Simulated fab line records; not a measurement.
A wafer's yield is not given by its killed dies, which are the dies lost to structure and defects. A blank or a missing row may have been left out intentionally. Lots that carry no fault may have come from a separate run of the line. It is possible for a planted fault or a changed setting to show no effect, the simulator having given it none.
Matching of chambers + flow sky130 + 4 sister chambers for SKY_VIA4_CMP_02 on cmp-01
The step polishes SiO2. 8 wafers are shown with their chamber, then 10 later ones without.

WAFERS PAIRED WITH THEIR CHAMBERS
| wafer  | chamber | motor-current-A (A) | head-pressure-psi (psi) |
|--------|---------|---------------------|-------------------------|
| L511.5 | 0       | 10.6                | 3.997                   |
| L513.3 | 3       | 11.6                | 3.995                   |
| L513.5 | 2       | 12.1                | 3.994                   |
| L514.4 | 0       | 10.5                | 4.006                   |
| L514.5 | 2       | 12.6                | 4.003                   |
| L514.6 | 1       | 12.0                | 4.003                   |
| L517.2 | 3       | 11.6                | 3.999                   |
| L517.3 | 1       | 12.1                | 4.013                   |

WAFERS WITH NO CHAMBER GIVEN
| wafer  | motor-current-A (A) | head-pressure-psi (psi) |
|--------|---------------------|-------------------------|
| L517.6 | 12.0                | 4.004                   |
| L523.2 | 10.3                | 4.006                   |
| L523.3 | 12.6                | 3.987                   |
| L523.6 | 10.9                | 4.007                   |
| L527.2 | 10.5                | 3.998                   |
| L527.3 | 11.9                | 3.992                   |
| L527.5 | 12.9                | 4.020                   |
| L528.2 | 10.9                | 4.004                   |
| L528.5 | 11.4                | 4.008                   |
| L528.6 | 13.5                | 3.996                   |

THE CHAMBER EACH PASSED THROUGH
| wafer  | from the rows above          | in truth |
|--------|------------------------------|----------|
| L517.6 | can't be placed: 1 or 2 or 3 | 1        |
| L523.2 | 0                            | 0        |
| L523.3 | 2                            | 2        |
| L523.6 | 0                            | 0        |
| L527.2 | 0                            | 0        |
| L527.3 | can't be placed: 3 or 2 or 1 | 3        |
| L527.5 | can't be placed: 2 or 1      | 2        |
| L528.2 | 0                            | 0        |
| L528.5 | can't be placed: 3 or 1      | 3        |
| L528.6 | can't be placed: 2 or 1      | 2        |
Placed correctly: 5 of 10. Not placeable from these rows: 5 (in 5, the candidates include the true chamber). Number placed wrongly: 0.
How it was worked out, from the rows above alone: a wafer's distance from a chamber is the root of the sum, over the readings, of the square of ((its reading less the chamber's mean) divided by the reading's scatter). If the next closest chamber is less than 2 further off than the closest, the wafer can't be placed; otherwise it belongs to the closest. The mean given for a chamber averages the wafers shown for that chamber. The scatter: take each reading less its chamber's mean, square it, sum over the shown wafers, divide by the number of wafers less the number of chambers, and take the root.
